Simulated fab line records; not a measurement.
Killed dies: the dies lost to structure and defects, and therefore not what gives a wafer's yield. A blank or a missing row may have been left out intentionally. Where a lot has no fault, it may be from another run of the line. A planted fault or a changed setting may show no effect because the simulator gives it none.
Which tool is to blame? :: flow sky130 :: 14 lots with 42 wafers sampled at 6 steps, on a route of 708 steps

## WHAT THE GAUGES SHOWED, per wafer
SKY_POLY_GATE_CD_MEAS_13: the cd target is 150 nm. Usual: 150.1 nm for cdNm, sd 1.9.
lot: L908
measured: day 17 01:02
on: cdSem-02
cdNm (nm): 151.6 152.9 151.7
flag: 

lot: L907
measured: day 17 01:26
on: cdSem-02
cdNm (nm): 150.7 149.4 148.7
flag: 

lot: L909
measured: day 17 15:18
on: cdSem-02
cdNm (nm): 150.9 149.5 150.5
flag: 

lot: L910
measured: day 18 04:36
on: cdSem-01
cdNm (nm): 149.7 149.5 151.0
flag: 

lot: L912
measured: day 18 20:44
on: cdSem-02
cdNm (nm): 148.9 150.0 149.8
flag: 

lot: L913
measured: day 19 06:19
on: cdSem-02
cdNm (nm): 151.8 150.2 151.5
flag: 

lot: L914
measured: day 19 07:34
on: cdSem-01
cdNm (nm): 153.9 152.3 154.1
flag: 

lot: L917
measured: day 20 07:02
on: cdSem-01
cdNm (nm): 148.1 147.3 149.0
flag: 

lot: L923
measured: day 22 02:58
on: cdSem-01
cdNm (nm): 149.0 149.8 149.5
flag: 

lot: L924
measured: day 22 07:10
on: cdSem-02
cdNm (nm): 149.1 149.0 147.7
flag: 

lot: L927
measured: day 23 08:19
on: cdSem-02
cdNm (nm): 152.3 153.1 152.5
flag: 

lot: L928
measured: day 23 22:28
on: cdSem-01
cdNm (nm): 154.0 152.8 153.5
flag: 

lot: L929
measured: day 24 00:50
on: cdSem-01
cdNm (nm): 149.5 149.7 148.9
flag: 

lot: L930
measured: day 24 06:38
on: cdSem-02
cdNm (nm): 149.5 151.1 149.1
flag: 

SKY_LDD_N_OVL_MEAS_07. Usual: LDD_N_OVL 0.6 nm, standard deviation 1.2.
lot: L908
measured: day 18 10:53
on: overlay-02
LDD_N_OVL (nm): 1.3 -0.5 1.2
flag: 

lot: L907
measured: day 18 10:43
on: overlay-01
LDD_N_OVL (nm): 0.4 -1.3 -1.0
flag: 

lot: L909
measured: day 18 23:47
on: overlay-02
LDD_N_OVL (nm): -2.0 0.5 -0.5
flag: 

lot: L910
measured: day 19 13:11
on: overlay-02
LDD_N_OVL (nm): -0.5 -0.2 -1.1
flag: 

lot: L912
measured: day 20 06:17
on: overlay-01
LDD_N_OVL (nm): 1.5 2.1 0.9
flag: 

lot: L913
measured: day 20 15:05
on: overlay-01
LDD_N_OVL (nm): 0.5 2.7 1.2
flag: 

lot: L914
measured: day 20 16:53
on: overlay-02
LDD_N_OVL (nm): 0.3 1.0 0.3
flag: 

lot: L917
measured: day 21 15:50
on: overlay-01
LDD_N_OVL (nm): 2.2 0.7 -0.8
flag: 

lot: L923
measured: day 23 10:25
on: overlay-01
LDD_N_OVL (nm): -0.6 0.4 -0.4
flag: 

lot: L924
measured: day 23 15:25
on: overlay-01
LDD_N_OVL (nm): 1.4 3.1 1.1
flag: 

lot: L927
measured: day 24 16:25
on: overlay-02
LDD_N_OVL (nm): -0.5 1.5 1.6
flag: 

lot: L928
measured: day 25 06:49
on: overlay-01
LDD_N_OVL (nm): -0.8 1.7 -0.2
flag: 

lot: L929
measured: day 25 08:37
on: overlay-02
LDD_N_OVL (nm): -0.5 0.0 1.0
flag: 

lot: L930
measured: day 25 15:46
on: overlay-02
LDD_N_OVL (nm): 1.0 0.9 1.1
flag: 

SKY_LDD_N_TW_MEAS_17. Usual: LDD_N_TW 2563, standard deviation 22.
lot: L908
measured: day 18 12:13
on: filmMetro-03
LDD_N_TW: 2560 2544 2538
flag: 

lot: L907
measured: day 18 12:03
on: filmMetro-02
LDD_N_TW: 2541 2555 2537
flag: 

lot: L909
measured: day 19 01:08
on: filmMetro-01
LDD_N_TW: 2591 2585 2575
flag: 

lot: L910
measured: day 19 14:32
on: filmMetro-01
LDD_N_TW: 2597 2592 2587
flag: 

lot: L912
measured: day 20 07:37
on: filmMetro-03
LDD_N_TW: 2561 2548 2537
flag: 

lot: L913
measured: day 20 16:25
on: filmMetro-02
LDD_N_TW: 2567 2560 2560
flag: 

lot: L914
measured: day 20 18:14
on: filmMetro-01
LDD_N_TW: 2602 2607 2597
flag: 

lot: L917
measured: day 21 17:11
on: filmMetro-02
LDD_N_TW: 2564 2548 2552
flag: 

lot: L923
measured: day 23 11:46
on: filmMetro-02
LDD_N_TW: 2414 2425 2410
flag: OFF

lot: L924
measured: day 23 17:03
on: filmMetro-03
LDD_N_TW: 2417 2415 2415
flag: OFF

lot: L927
measured: day 24 17:46
on: filmMetro-03
LDD_N_TW: 2531 2534 2528
flag: 

lot: L928
measured: day 25 08:09
on: filmMetro-03
LDD_N_TW: 2542 2543 2564
flag: 

lot: L929
measured: day 25 09:57
on: filmMetro-03
LDD_N_TW: 2556 2555 2563
flag: 

lot: L930
measured: day 25 17:06
on: filmMetro-01
LDD_N_TW: 2580 2585 2579
flag: 

## WHAT TOOL EACH LOT RAN ON (gives the tool, then ch and the chambers of the sampled wafers, and finally the start)
lot: L908
SKY_RES_PROTECT_STRIP_07: plasmaAsher-01 ch 1, day 15 17:38
SKY_LDD_N_IMPLANT_10: implanter-04 ch 0, day 18 11:14
SKY_LDD_N_STRIP_16: plasmaAsher-04 ch 0,1, day 18 12:07

lot: L907
SKY_RES_PROTECT_STRIP_07: plasmaAsher-03 ch 0,1, day 15 18:08
SKY_LDD_N_IMPLANT_10: implanter-01 ch 0, day 18 11:03
SKY_LDD_N_STRIP_16: plasmaAsher-02 ch 0,1, day 18 11:57

lot: L909
SKY_RES_PROTECT_STRIP_07: plasmaAsher-01 ch 0,1, day 16 08:19
SKY_LDD_N_IMPLANT_10: implanter-03 ch 0, day 19 00:10
SKY_LDD_N_STRIP_16: plasmaAsher-04 ch 0,1, day 19 01:02

lot: L910
SKY_RES_PROTECT_STRIP_07: plasmaAsher-01 ch 0,1, day 16 21:12
SKY_LDD_N_IMPLANT_10: implanter-01 ch 0, day 19 13:34
SKY_LDD_N_STRIP_16: plasmaAsher-03 ch 0,1, day 19 14:27

lot: L912
SKY_RES_PROTECT_STRIP_07: plasmaAsher-01 ch 0,1, day 17 12:14
SKY_LDD_N_IMPLANT_10: implanter-03 ch 0, day 20 06:37
SKY_LDD_N_STRIP_16: plasmaAsher-04 ch 0,1, day 20 07:31

lot: L913
SKY_RES_PROTECT_STRIP_07: plasmaAsher-02 ch 0,1, day 17 21:38
SKY_LDD_N_IMPLANT_10: implanter-03 ch 0, day 20 15:26
SKY_LDD_N_STRIP_16: plasmaAsher-04 ch 0,1, day 20 16:19

lot: L914
SKY_RES_PROTECT_STRIP_07: plasmaAsher-01 ch 0, day 17 22:01
SKY_LDD_N_IMPLANT_10: implanter-03 ch 0, day 20 17:14
SKY_LDD_N_STRIP_16: plasmaAsher-02 ch 0, day 20 18:07

lot: L917
SKY_RES_PROTECT_STRIP_07: plasmaAsher-03 ch 0,1, day 18 22:06
SKY_LDD_N_IMPLANT_10: implanter-03 ch 0, day 21 16:13
SKY_LDD_N_STRIP_16: plasmaAsher-03 ch 0,1, day 21 17:05

lot: L923
SKY_RES_PROTECT_STRIP_07: plasmaAsher-03 ch 0, day 20 16:56
SKY_LDD_N_IMPLANT_10: implanter-03, day 23 10:47
SKY_LDD_N_STRIP_16: plasmaAsher-02 ch 0,1, day 23 11:39

lot: L924
SKY_RES_PROTECT_STRIP_07: plasmaAsher-03 ch 0,1, day 20 22:31
SKY_LDD_N_IMPLANT_10: implanter-01, day 23 16:03
SKY_LDD_N_STRIP_16: plasmaAsher-04 ch 0,1, day 23 16:57

lot: L927
SKY_RES_PROTECT_STRIP_07: plasmaAsher-03 ch 0,1, day 21 23:59
SKY_LDD_N_IMPLANT_10: implanter-04 ch 0, day 24 16:46
SKY_LDD_N_STRIP_16: plasmaAsher-04 ch 0,1, day 24 17:39

lot: L928
SKY_RES_PROTECT_STRIP_07: plasmaAsher-03 ch 0,1, day 22 12:35
SKY_LDD_N_IMPLANT_10: implanter-01 ch 0, day 25 07:09
SKY_LDD_N_STRIP_16: plasmaAsher-03 ch 0,1, day 25 08:03

lot: L929
SKY_RES_PROTECT_STRIP_07: plasmaAsher-01 ch 0,1, day 22 15:46
SKY_LDD_N_IMPLANT_10: implanter-03 ch 0, day 25 08:57
SKY_LDD_N_STRIP_16: plasmaAsher-04 ch 0,1, day 25 09:51

lot: L930
SKY_RES_PROTECT_STRIP_07: plasmaAsher-03 ch 0,1, day 22 21:08
SKY_LDD_N_IMPLANT_10: implanter-03 ch 0, day 25 16:06
SKY_LDD_N_STRIP_16: plasmaAsher-04 ch 0,1, day 25 17:00
- SKY_RES_PROTECT_STRIP_07: strips in O2/N2.
- SKY_LDD_N_IMPLANT_10
- SKY_LDD_N_STRIP_16: strips in O2/N2.

## WHAT THE TOOLS THEMSELVES READ (means of the sampled wafers that have a number; where no wafer has one, the mark that the record gives instead)
SKY_RES_PROTECT_STRIP_07. Usual: drypumpMotorCurrentA 5.6 A, standard deviation 0.31; o2FlowSccm 3000 sccm, standard deviation 8.2; oesProductAu 0.517 a.u., standard deviation 0.0046; stripTimeToEndpointS 23.32 s, standard deviation 0.047.
lot: L908
tool: plasmaAsher-01
drypumpMotorCurrentA (A): 5.7
o2FlowSccm (sccm): 3006
oesProductAu (a.u.): 0.518
stripTimeToEndpointS (s): 23.31
flag: 

lot: L907
tool: plasmaAsher-03
drypumpMotorCurrentA (A): 5.6
o2FlowSccm (sccm): 3002
oesProductAu (a.u.): 0.523
stripTimeToEndpointS (s): 23.36
flag: 

lot: L909
tool: plasmaAsher-01
drypumpMotorCurrentA (A): 5.6
o2FlowSccm (sccm): 3001
oesProductAu (a.u.): 0.519
stripTimeToEndpointS (s): 23.34
flag: 

lot: L910
tool: plasmaAsher-01
drypumpMotorCurrentA (A): 5.7
o2FlowSccm (sccm): 3006
oesProductAu (a.u.): 0.517
stripTimeToEndpointS (s): 23.34
flag: 

lot: L912
tool: plasmaAsher-01
drypumpMotorCurrentA (A): 5.6
o2FlowSccm (sccm): 3005
oesProductAu (a.u.): 0.519
stripTimeToEndpointS (s): 23.36
flag: 

lot: L913
tool: plasmaAsher-02
drypumpMotorCurrentA (A): 5.8
o2FlowSccm (sccm): 2997
oesProductAu (a.u.): 0.520
stripTimeToEndpointS (s): 23.33
flag: 

lot: L914
tool: plasmaAsher-01
drypumpMotorCurrentA (A): 5.6
o2FlowSccm (sccm): 2998
oesProductAu (a.u.): 0.521
stripTimeToEndpointS (s): 23.36
flag: 

lot: L917
tool: plasmaAsher-03
drypumpMotorCurrentA (A): 5.6
o2FlowSccm (sccm): 3007
oesProductAu (a.u.): 0.517
stripTimeToEndpointS (s): 23.30
flag: 

lot: L923
tool: plasmaAsher-03
drypumpMotorCurrentA (A): 5.1
o2FlowSccm (sccm): 3000
oesProductAu (a.u.): 0.515
stripTimeToEndpointS (s): 23.36
flag: 

lot: L924
tool: plasmaAsher-03
drypumpMotorCurrentA (A): 5.4
o2FlowSccm (sccm): 2996
oesProductAu (a.u.): 0.516
stripTimeToEndpointS (s): 23.27
flag: 

lot: L927
tool: plasmaAsher-03
drypumpMotorCurrentA (A): 5.6
o2FlowSccm (sccm): 2999
oesProductAu (a.u.): 0.521
stripTimeToEndpointS (s): 23.23
flag: 

lot: L928
tool: plasmaAsher-03
drypumpMotorCurrentA (A): 5.6
o2FlowSccm (sccm): 2994
oesProductAu (a.u.): 0.518
stripTimeToEndpointS (s): 23.33
flag: 

lot: L929
tool: plasmaAsher-01
drypumpMotorCurrentA (A): 5.7
o2FlowSccm (sccm): 3000
oesProductAu (a.u.): 0.516
stripTimeToEndpointS (s): 23.22
flag: 

lot: L930
tool: plasmaAsher-03
drypumpMotorCurrentA (A): 5.6
o2FlowSccm (sccm): 2995
oesProductAu (a.u.): 0.516
stripTimeToEndpointS (s): 23.29
flag: 

SKY_LDD_N_IMPLANT_10. Usual: beamEnergyKeV 20.000, standard deviation 0.0068; beamOnS 10.01 s, standard deviation 0.22.
lot: L908
tool: implanter-04
beamEnergyKeV: 20.005
beamOnS (s): 9.99
flag: 

lot: L907
tool: implanter-01
beamEnergyKeV: 19.998
beamOnS (s): 9.81
flag: 

lot: L909
tool: implanter-03
beamEnergyKeV: 20.002
beamOnS (s): 9.92
flag: 

lot: L910
tool: implanter-01
beamEnergyKeV: 20.004
beamOnS (s): 10.15
flag: 

lot: L912
tool: implanter-03
beamEnergyKeV: 20.002
beamOnS (s): 9.87
flag: 

lot: L913
tool: implanter-03
beamEnergyKeV: 19.996
beamOnS (s): 10.20
flag: 

lot: L914
tool: implanter-03
beamEnergyKeV: 20.014
beamOnS (s): 10.23
flag: 

lot: L917
tool: implanter-03
beamEnergyKeV: 19.997
beamOnS (s): 9.99
flag: 

lot: L923
tool: implanter-03
beamEnergyKeV: -
beamOnS (s): -
flag: OFF

lot: L924
tool: implanter-01
beamEnergyKeV: -
beamOnS (s): -
flag: OFF

lot: L927
tool: implanter-04
beamEnergyKeV: 19.995
beamOnS (s): 9.81
flag: 

lot: L928
tool: implanter-01
beamEnergyKeV: 19.996
beamOnS (s): 10.13
flag: 

lot: L929
tool: implanter-03
beamEnergyKeV: 19.997
beamOnS (s): 9.95
flag: 

lot: L930
tool: implanter-03
beamEnergyKeV: 20.011
beamOnS (s): 10.15
flag: 

SKY_LDD_N_STRIP_16. Usual: drypumpMotorCurrentA 5.6 A, standard deviation 0.32; o2FlowSccm 3000 sccm, standard deviation 8.6; oesProductAu 0.407 a.u., standard deviation 0.0044; stripTimeToEndpointS 4.319 s, standard deviation 0.016.
lot: L908
tool: plasmaAsher-04
drypumpMotorCurrentA (A): 5.6
o2FlowSccm (sccm): 3000
oesProductAu (a.u.): 0.408
stripTimeToEndpointS (s): 4.337
flag: 

lot: L907
tool: plasmaAsher-02
drypumpMotorCurrentA (A): 5.6
o2FlowSccm (sccm): 3006
oesProductAu (a.u.): 0.409
stripTimeToEndpointS (s): 4.326
flag: 

lot: L909
tool: plasmaAsher-04
drypumpMotorCurrentA (A): 5.7
o2FlowSccm (sccm): 3004
oesProductAu (a.u.): 0.417
stripTimeToEndpointS (s): 4.324
flag: 

lot: L910
tool: plasmaAsher-03
drypumpMotorCurrentA (A): 5.4
o2FlowSccm (sccm): 3007
oesProductAu (a.u.): 0.406
stripTimeToEndpointS (s): 4.327
flag: 

lot: L912
tool: plasmaAsher-04
drypumpMotorCurrentA (A): 5.7
o2FlowSccm (sccm): 2996
oesProductAu (a.u.): 0.406
stripTimeToEndpointS (s): 4.317
flag: 

lot: L913
tool: plasmaAsher-04
drypumpMotorCurrentA (A): 5.7
o2FlowSccm (sccm): 2999
oesProductAu (a.u.): 0.406
stripTimeToEndpointS (s): 4.336
flag: 

lot: L914
tool: plasmaAsher-02
drypumpMotorCurrentA (A): 5.4
o2FlowSccm (sccm): 2999
oesProductAu (a.u.): 0.407
stripTimeToEndpointS (s): 4.333
flag: 

lot: L917
tool: plasmaAsher-03
drypumpMotorCurrentA (A): 5.6
o2FlowSccm (sccm): 3004
oesProductAu (a.u.): 0.407
stripTimeToEndpointS (s): 4.356
flag: 

lot: L923
tool: plasmaAsher-02
drypumpMotorCurrentA (A): 5.6
o2FlowSccm (sccm): 3000
oesProductAu (a.u.): 0.412
stripTimeToEndpointS (s): 4.141
flag: OFF

lot: L924
tool: plasmaAsher-04
drypumpMotorCurrentA (A): 5.7
o2FlowSccm (sccm): 2996
oesProductAu (a.u.): 0.406
stripTimeToEndpointS (s): 4.132
flag: OFF

lot: L927
tool: plasmaAsher-04
drypumpMotorCurrentA (A): 5.6
o2FlowSccm (sccm): 3000
oesProductAu (a.u.): 0.409
stripTimeToEndpointS (s): 4.304
flag: 

lot: L928
tool: plasmaAsher-03
drypumpMotorCurrentA (A): 5.4
o2FlowSccm (sccm): 2994
oesProductAu (a.u.): 0.404
stripTimeToEndpointS (s): 4.299
flag: 

lot: L929
tool: plasmaAsher-04
drypumpMotorCurrentA (A): 5.7
o2FlowSccm (sccm): 2992
oesProductAu (a.u.): 0.407
stripTimeToEndpointS (s): 4.328
flag: 

lot: L930
tool: plasmaAsher-04
drypumpMotorCurrentA (A): 5.6
o2FlowSccm (sccm): 2997
oesProductAu (a.u.): 0.404
stripTimeToEndpointS (s): 4.322
flag: 

## THE ANSWER, worked out from the rows above alone
Rule: a lot counts as off when the mean over its wafers that have a number is more than 3 standard deviations away from the usual mean. Also off: a lot with no number at a reading for which 4 or more lots have one. All remaining lots with rows at the step are treated as sound. Order of review: gauges by route order, followed by the tools' own readings, for which a lot's mean as printed above is used. At the first step where some lot is off, the reading lying furthest off is the one used; lots without a number count as furthest.
Off: at SKY_LDD_N_TW_MEAS_17 (LDD_N_TW), L923, L924.
If a tool, at a process step before that reading, ran all the lots that are off and no sound lot after the first of them, it fits. Not tried: the gauges at SKY_LDD_N_TW_MEAS_17; whatever is off there is also off at SKY_LDD_N_IMPLANT_10, on other tools, and gauge error can't account for it. No candidate that was tried fits.

## WHAT THE SIMULATOR HAD INSERTED
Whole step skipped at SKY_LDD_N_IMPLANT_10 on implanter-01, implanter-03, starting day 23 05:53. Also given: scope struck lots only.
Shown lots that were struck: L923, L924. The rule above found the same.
